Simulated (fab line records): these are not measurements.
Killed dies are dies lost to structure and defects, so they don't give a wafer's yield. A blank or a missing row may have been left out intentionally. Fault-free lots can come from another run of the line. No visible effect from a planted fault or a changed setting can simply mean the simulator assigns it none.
The same fault as seen by 2 desks | flow gf180mcu | each desk holds nothing but its own numbers, with what lay behind them at the end

== FROM THE METROLOGY DESK ==
What the gauges read for every lot (on any tool): the sampled wafers with a number, averaged. The brackets show how far a lot's mean lies from the usual mean; more than 4 standard deviations puts the lot out of limits, marked OUT.
Columns: A = TOP_METAL_ALCU_RS at GF_TOP_METAL_RS_MEAS_05, usual 0.0327 ohm/sq
lot  | first seen here | A
L687 | day 27 21:21    | 0.0330
L688 | day 28 01:08    | 0.0322
L689 | day 28 14:23    | 0.0323
L691 | day 28 22:54    | 0.0326
L693 | day 29 21:25    | 0.0328
L694 | day 29 21:47    | 0.0323
L695 | day 30 08:09    | 0.0331
L696 | day 30 13:39    | 0.0325
L702 | day 32 08:10    | 0.0335
L704 | day 32 12:20    | 0.0328
L707 | day 33 04:22    | 0.0324
L709 | day 33 11:02    | 0.0325
Finding of this desk: none of the 12 lots has anything out of limits.

== TOOL OWNER'S DESK, rie diel-02 ==
The tool's own readings at GF_PASSIVATION_ETCH_11 (etches the open film in CF4/O2, stops on TiN, target depth 2040 nm, time 453.3 s): means of the sampled wafers that have a number, for each lot that ran on this tool. The brackets show how far a lot's mean lies from the usual mean; more than 4 standard deviations puts the lot out of limits, marked OUT.
Columns: A = chamber pressure mTorr at GF_PASSIVATION_ETCH_11, usual 150.00 mTorr; B = drypump motor current A at GF_PASSIVATION_ETCH_11, usual 5.6 A; C = oes product au at GF_PASSIVATION_ETCH_11, usual 0.989 a.u.; D = throttle valve pct at GF_PASSIVATION_ETCH_11, usual 5.968 %
lot  | first seen here | A      | B   | C               | D
L689 | day 30 05:39    | 150.03 | 5.2 | 0.990           | 5.968
L693 | day 31 10:49    | 150.04 | 5.3 | 0.987           | 5.962
L696 | day 32 02:36    | 150.00 | 5.4 | 0.990           | 5.978
L702 | day 33 18:00    | 149.99 | 5.2 | 0.875 (-16) OUT | 5.923 (-4.9) OUT
L704 | day 33 22:01    | 149.83 | 4.9 | 0.869 (-17) OUT | 5.934
This desk's verdict: out of limits on L702, L704, starting with L702 at day 33 18:00 (oes product au at GF_PASSIVATION_ETCH_11). L689, L693, L696: within limits.

== ALL TOGETHER ==
On L702, L704, at day 33 18:00, an alarm was possible from the tool owner's desk.
Metrology desk: nothing out of limits seen.
The metrology desk holds a record of L702, L704, inside its limits.
On rie diel-02, each named lot ran GF_PASSIVATION_ETCH_11.

== WHAT THE SIMULATOR HAD INSERTED ==
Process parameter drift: rie diel-02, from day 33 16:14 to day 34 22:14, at GF_PASSIVATION_ETCH_11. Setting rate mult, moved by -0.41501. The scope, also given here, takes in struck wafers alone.
Struck lots among those shown: L702, L704.
Delay in hours, fault start to first out-of-limits reading, by desk: the tool owner's desk at 2.
